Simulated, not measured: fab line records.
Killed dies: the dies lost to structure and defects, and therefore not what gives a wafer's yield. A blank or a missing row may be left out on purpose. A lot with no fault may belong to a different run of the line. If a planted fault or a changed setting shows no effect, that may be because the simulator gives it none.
Split-lot trial -- flow gf180mcu -- 5 lots, 23 wafers read, on a route of 602 steps

THE SPLIT ITSELF
At GF_MVPSD_IMPLANT_09, the setting doseCm2 was moved away from the recipe's 5e+12 on 8 of the 23 wafers read, by -1.9% to +7.0%. All remaining wafers had this setting at the recipe value.

FROM THE SPLIT TO THE READING: what the file shows between them, 7 steps
- GF_VT_IMPLANT_COAT_13: resist thk 1000 nm (also split here: resistThkNm)
- GF_VT_IMPLANT_STRIP_20: strips in O2/N2 (also split here: powerW)
- GF_VT_IMPLANT_IMPLANT_41 (also split here: energyKev)
- GF_VT_IMPLANT_STRIP_42: strips in O2/N2
- GF_VT_IMPLANT_TW_MEAS_43
- GF_VT_IMPLANT_CLEAN_44: cleans in SC1/SC2, time 150 s
- GF_VT_IMPLANT_RTA_45: time 30 s

THE READING
MVPSD_RS, in ohm/sq, at GF_VT_IMPLANT_RS_MEAS_49 (measures by four-point-probe). Typical for fault-free wafers on this fab line: 1171.6 ohm/sq, with standard deviation 3 ohm/sq.

wafer,"tool, chamber at the split",doseCm2 as run,against the recipe,"MVPSD_RS, ohm/sq",against lot-mates on the recipe
L074.2,"implanter-04, 0",5e+12,recipe,1174.1,-
L074.4,"implanter-04, 0",5e+12,recipe,1171.5,-
L074.6,"implanter-04, 0",5e+12,recipe,1172.1,-
L076.1,"implanter-04, 0",5.235e+12,+4.7%,1160.2,-10.0
L076.2,"implanter-04, 0",5.235e+12,+4.7%,1162.3,-7.9
L076.3,"implanter-04, 0",5e+12,recipe,1169.1,-
L076.5,"implanter-04, 0",5e+12,recipe,1170.8,-
L076.6,"implanter-04, 0",5e+12,recipe,1170.8,-
L077.1,"implanter-01, 0",5e+12,recipe,1174.9,-
L077.3,"implanter-01, 0",5.352e+12,+7.0%,1160.9,-16.0
L077.4,"implanter-01, 0",5e+12,recipe,1176.5,-
L077.5,"implanter-01, 0",5.352e+12,+7.0%,1157.6,-19.3
L077.6,"implanter-01, 0",5e+12,recipe,1179.2,-
L081.2,"implanter-01, 0",5e+12,recipe,1169.5,-
L081.3,"implanter-01, 0",4.906e+12,-1.9%,1172.8,+2.9
L081.4,"implanter-01, 0",4.906e+12,-1.9%,1175.7,+5.8
L081.5,"implanter-01, 0",5e+12,recipe,1172.4,-
L081.6,"implanter-01, 0",5e+12,recipe,1167.7,-
L084.1,"implanter-01, 0",5e+12,recipe,1167.2,-
L084.2,"implanter-01, 0",5.234e+12,+4.7%,1157.7,-9.1
L084.3,"implanter-01, 0",5e+12,recipe,1166.4,-
L084.4,"implanter-01, 0",5e+12,recipe,1166.8,-
L084.5,"implanter-01, 0",5.234e+12,+4.7%,1156.1,-10.7

THE FIT
A straight line over all 23 wafers: MVPSD_RS changes by -2.06 ohm/sq for each +1% of doseCm2; r = -0.85; the points scatter about the line by 3.5 ohm/sq.
The same after taking each lot's own level away (the mean of its wafers on the recipe; 23 wafers): -2.29 ohm/sq for each +1%; r = -0.97; scatter 1.6 ohm/sq.
The reading moves by 16 ohm/sq for the largest change in doseCm2, on that fit.
The lots' own levels span 1166.80 to 1176.87 ohm/sq, that is 3.4 times the standard deviation above.
Hence the lot-to-lot level has little effect on the slope; both slopes agree.
Check: -16 ohm/sq against its lot-mates is what the line predicts for one of the wafers moved furthest among these (+7.0%) when that wafer is left out of the fit. It came out at -16 ohm/sq against them.

THE OTHER SPLITS THESE WAFERS WENT THROUGH
Other splits were also applied to these wafers ahead of the reading. Each is held against what the fit with the lots' levels taken away leaves over:
other split on the same wafers,wafers away from the commonest value,r with MVPSD_RS (lot level and that fit taken away)
GF_STI_OXIDATION_01 tempC,18,-0.04
GF_STI_WET_ETCH_27 timeS,15,+0.28
GF_NWELL_SOFTBAKE_03 tempC,9,+0.06
GF_LVPWELL_COAT_02 resistThkNm,7,+0.21
GF_LVPWELL_IMPLANT_09 doseCm2,8,+0.30
GF_MVSD_IMPLANT_08 doseCm2,11,+0.11
GF_VT_IMPLANT_COAT_13 resistThkNm,8,-0.31
GF_VT_IMPLANT_STRIP_20 powerW,8,-0.38
GF_VT_IMPLANT_IMPLANT_41 energyKev,9,-0.11

FILE'S OWN FIT
MVPSD_RS changes by -2.27 ohm/sq for each +1% of doseCm2, r = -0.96.
